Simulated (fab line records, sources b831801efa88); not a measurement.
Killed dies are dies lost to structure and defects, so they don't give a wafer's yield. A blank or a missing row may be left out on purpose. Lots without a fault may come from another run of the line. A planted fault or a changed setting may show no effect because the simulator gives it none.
Which tool did it? | flow sky130 | 6 lots, 17 wafers sampled, at 4 steps of a route of 708

WHAT THE GAUGES READ, wafer by wafer
SKY_SD_P_CD_MEAS_07: target cd 380 nm.
lot  | measured     | on        | cd_nm (nm)
L432 | day 25 14:26 | cd_sem-02 | 383.0 385.1 383.5
L437 | day 28 03:26 | cd_sem-01 | 379.6 380.6 380.5
L439 | day 28 09:38 | cd_sem-02 | 386.2 384.1 384.5
L443 | day 29 14:42 | cd_sem-01 | 347.1 351.6
L451 | day 32 01:50 | cd_sem-02 | 378.9 373.7 376.9
L453 | day 32 14:33 | cd_sem-02 | 379.3 380.9 378.3

WHICH TOOL RAN EACH LOT (tool, then ch and the chambers of the sampled wafers, then the start)
lot  | SKY_LDD_LDN_STRIP_12                 | SKY_POLY_CUT_STRIP_12                | SKY_SD_P_DEVELOP_06
L432 | plasma_asher-04 ch 0,1, day 23 00:31 | plasma_asher-01 ch 0,1, day 24 08:46 | litho_track-04 ch 0, day 25 14:18
L437 | plasma_asher-03 ch 0,1, day 25 16:16 | plasma_asher-02 ch 0, day 26 22:56   | litho_track-03 ch 0, day 28 03:17
L439 | plasma_asher-04 ch 0,1, day 25 22:38 | plasma_asher-04 ch 0,1, day 27 05:19 | litho_track-03 ch 0, day 28 09:29
L443 | plasma_asher-01 ch 0, day 27 03:35   | plasma_asher-02 ch 0,1, day 28 10:41 | litho_track-01 ch 0, day 29 14:34
L451 | plasma_asher-03 ch 0,1, day 29 18:34 | plasma_asher-04 ch 0,1, day 30 23:16 | litho_track-03 ch 0, day 32 01:41
L453 | plasma_asher-04 ch 0,1, day 30 05:28 | plasma_asher-02 ch 0,1, day 31 11:26 | litho_track-04 ch 0, day 32 14:24
- SKY_LDD_LDN_STRIP_12: strips in O2/N2.
- SKY_POLY_CUT_STRIP_12: strips in O2/N2.
- SKY_SD_P_DEVELOP_06: develop time 60 s.

THE ANSWER, worked out from the rows above alone
Rule: what is usual is taken from the lots themselves. Put in order of their means at a reading, lots are off if they are a third of the lots or fewer, leave a main group of 4 or more, and stand apart from it by a gap of 3 or more times the standard deviation of the main group's means; of several such gaps the widest counts. A main group whose means are all the same, to the digits that the tables above print for the reading, isn't used. A lot without any number at a reading at which 4 lots or more have one is off too. The other lots that the step has rows for count as sound.
Off: L443, at SKY_SD_P_CD_MEAS_07 (cd_nm). The main group: mean 381.0 nm, standard deviation 3.1.
A tool fits if, at a process step before that reading, it ran every lot that is off, and no sound lot after the first of them. The gauges at SKY_SD_P_CD_MEAS_07 are tried like those tools. Can't be told from this: 3 tools fit, plasma_asher-01 at SKY_LDD_LDN_STRIP_12, litho_track-01 at SKY_SD_P_DEVELOP_06, cd_sem-01 at SKY_SD_P_CD_MEAS_07.

WHAT THE SIMULATOR HAD PUT IN
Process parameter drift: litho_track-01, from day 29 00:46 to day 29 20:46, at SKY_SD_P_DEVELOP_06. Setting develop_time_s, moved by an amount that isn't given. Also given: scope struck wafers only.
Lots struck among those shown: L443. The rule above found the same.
